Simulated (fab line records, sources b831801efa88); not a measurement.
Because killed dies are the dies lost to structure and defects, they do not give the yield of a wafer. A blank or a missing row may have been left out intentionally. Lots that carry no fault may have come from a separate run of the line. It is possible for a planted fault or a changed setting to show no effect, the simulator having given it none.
A lot that was struck, set against a sound lot | flow sky130 | 14 out of 708 route steps
Sound: these wafers, L312.2, L312.4, L312.5. Struck: wafer L318.5. The cause is named last.
Per side, at each step with rows, come the tool, then ch with its chambers, and then its first start. Under that, the readings that differ: sound wafers | struck wafers | difference of the means | sigmas: that difference in standard deviations of wafers without a fault.
alike: a reading whose means differ by less than 2 such deviations, as well as words and numbers matching on both sides. not compared: withheld readings; readings where some wafer has no value; bounds like >300 that might hide an equal value; numbers whose values overlap and for which the record gives no deviation.
Wherever a step has rows on one side only, a row that says differs or no value, or a row with sigmas, the two part there. Non-overlapping numbers with no deviation appear without sigmas and do not part them. A reading missing from all wafers of one side parts the sides only when that side holds two or more wafers.

first, 1 step without rows for these wafers: SKY_METAL5_CLEAN_19 (cleans in O3/DIW).
SKY_PASSIVATION_CVD_00: deposits SiO2, target thk 90 nm.
  sound on pecvd-01 ch 0,2, day 46 07:23; struck on pecvd-04 ch 0, day 47 09:16
  alike: heater-power-w
SKY_PASSIVATION_THK_MEAS_01:
  sound: film-metro-02 at day 46 07:26; struck: film-metro-04 at day 47 09:19
  alike: PASSIVATION_CVD_00_THK
SKY_PASSIVATION_CVD_02: deposits Si3N4, target thk 540 nm.
  sound on pecvd-03 ch 0,2, day 46 07:29; struck on pecvd-03 ch 0, day 47 09:26
  alike: heater-power-w
SKY_PASSIVATION_THK_MEAS_03:
  sound: film-metro-04 at day 46 07:43; struck: film-metro-04 at day 47 09:36
  alike: PASSIVATION_CVD_02_THK
then, 7 steps without rows for these wafers: SKY_PASSIVATION_DEHYDRATE_04 (time 60 s); SKY_PASSIVATION_HMDS_05 (prime time 60 s); SKY_PASSIVATION_COAT_06 (resist thk 3000 nm); SKY_PASSIVATION_SOFTBAKE_07; SKY_PASSIVATION_EXPOSE_08 (exposes mask NSM, target cd 3000 nm); SKY_PASSIVATION_PEB_09; SKY_PASSIVATION_DEVELOP_10 (develop time 60 s).
SKY_PASSIVATION_ETCH_11: etches the open film in CF4/O2, stops on AlCu, target depth 725 nm, time 161.1 s.
  sound on rie-diel-02 ch 0,1, day 47 04:22; struck on rie-diel-02 ch 2, day 48 06:19
  reading                                       | sound             | struck | difference | sigmas
  oes-product-au (a.u.)                         | 0.973 0.972 0.969 | 0.842  | -0.129     | -17
  throttle-valve-pct (%)                        | 5.951 5.973 5.974 | 5.919  | -0.047     | -5
  model.etch.depth-nm (nm)                      | 692.5 703.9 696.6 | 543.2  | -154.5     |
  model.PASSIVATION.feature-depth-nm (nm)       | 692.5 703.9 696.6 | 543.2  | -154.5     |
  model.coat_of_PASSIVATION_COAT_06.thk-nm (nm) | 2534 2513 2537    | 2647   | +119       |
  alike: drypump-motor-current-A
  not compared: rf-hours-counter-h
SKY_PASSIVATION_STRIP_12: strips in O2/N2.
  sound on plasma-asher-04 ch 0,1, day 47 04:28; struck on plasma-asher-01 ch 0, day 48 06:26
  reading                      | sound             | struck | difference | sigmas
  drypump-motor-current-A (A)  | 6.0 6.0 6.4       | 5.3    | -0.8       | -2
  strip-time-to-endpoint-s (s) | 31.73 31.50 31.77 | 33.03  | +1.36      | +9
  alike: oes-product-au
  not compared: rf-hours-counter-h

## WHERE THEY PART
First at SKY_PASSIVATION_ETCH_11; last, within this record, at SKY_PASSIVATION_STRIP_12.

WHY: what the simulator had put in
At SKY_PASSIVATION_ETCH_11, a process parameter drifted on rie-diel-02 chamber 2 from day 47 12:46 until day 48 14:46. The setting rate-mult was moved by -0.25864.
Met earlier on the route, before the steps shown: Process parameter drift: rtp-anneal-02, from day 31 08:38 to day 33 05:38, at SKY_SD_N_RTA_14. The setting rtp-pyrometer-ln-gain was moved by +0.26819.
